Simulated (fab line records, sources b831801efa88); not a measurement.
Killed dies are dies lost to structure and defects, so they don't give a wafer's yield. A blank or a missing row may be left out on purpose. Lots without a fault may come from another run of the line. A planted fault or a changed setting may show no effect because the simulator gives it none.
One fault seen from 2 desks | flow sky130 | each desk has only its own numbers; what lay behind them comes last

THE METROLOGY DESK
What the gauges read, lot by lot, whatever tool the lot ran on: means of the sampled wafers that have a number. A lot is out of limits, marked OUT, if its mean lies more than 4 standard deviations from the usual mean; the brackets give that distance.
Columns: A = CAPM_TIN_RS at SKY_CAPM_RS_MEAS_03, usual 6.94 ohm/sq
lot  | first seen here | A
L895 | day 36 13:16    | 6.83
L896 | day 37 00:05    | 6.99
L905 | day 39 08:06    | 6.86
L906 | day 39 23:00    | 7.01
L907 | day 40 08:22    | 6.80
L908 | day 40 12:01    | 6.98
L912 | day 42 09:01    | 6.99
L913 | day 42 11:05    | 6.94
L915 | day 42 13:02    | 6.92
L914 | day 42 13:26    | 6.91
L916 | day 42 15:49    | 7.01
This desk's finding: nothing out of limits on any of the 11 lots.

THE TOOL OWNER'S DESK: litho_track-03
The tool's own readings at SKY_CAPM_COAT_07 (resist thk 1140 nm): means of the sampled wafers that have a number, for each lot that ran on this tool. A lot is out of limits, marked OUT, if its mean lies more than 4 standard deviations from the usual mean; the brackets give that distance.
Columns: A = spin_speed_rpm at SKY_CAPM_COAT_07, usual 3000.1 rpm
lot  | first seen here | A
L896 | day 37 10:57    | 3000.0
L905 | day 39 20:00    | 3000.4
L906 | day 40 11:14    | 3273.2 (+99 or more) OUT
L907 | day 40 19:17    | 3274.7 (+99 or more) OUT
This desk's finding: out of limits on L906, L907; first on L906, day 40 11:14 (spin_speed_rpm at SKY_CAPM_COAT_07). In limits: L896, L905.

PUT TOGETHER
The tool owner's desk could have raised an alarm at day 40 11:14, on L906, L907.
The metrology desk saw nothing out of limits.
The metrology desk has L906, L907 on record, within its limits.
Of the lots named, all ran SKY_CAPM_COAT_07 on litho_track-03.

WHAT THE SIMULATOR HAD PUT IN
Process parameter drift: litho_track-03, from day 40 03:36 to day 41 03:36, at SKY_CAPM_COAT_07. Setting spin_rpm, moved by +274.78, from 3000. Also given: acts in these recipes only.
Lots struck among those shown: L906, L907.
Hours from the fault's start to each desk's first reading out of limits: the tool owner's desk, 8.
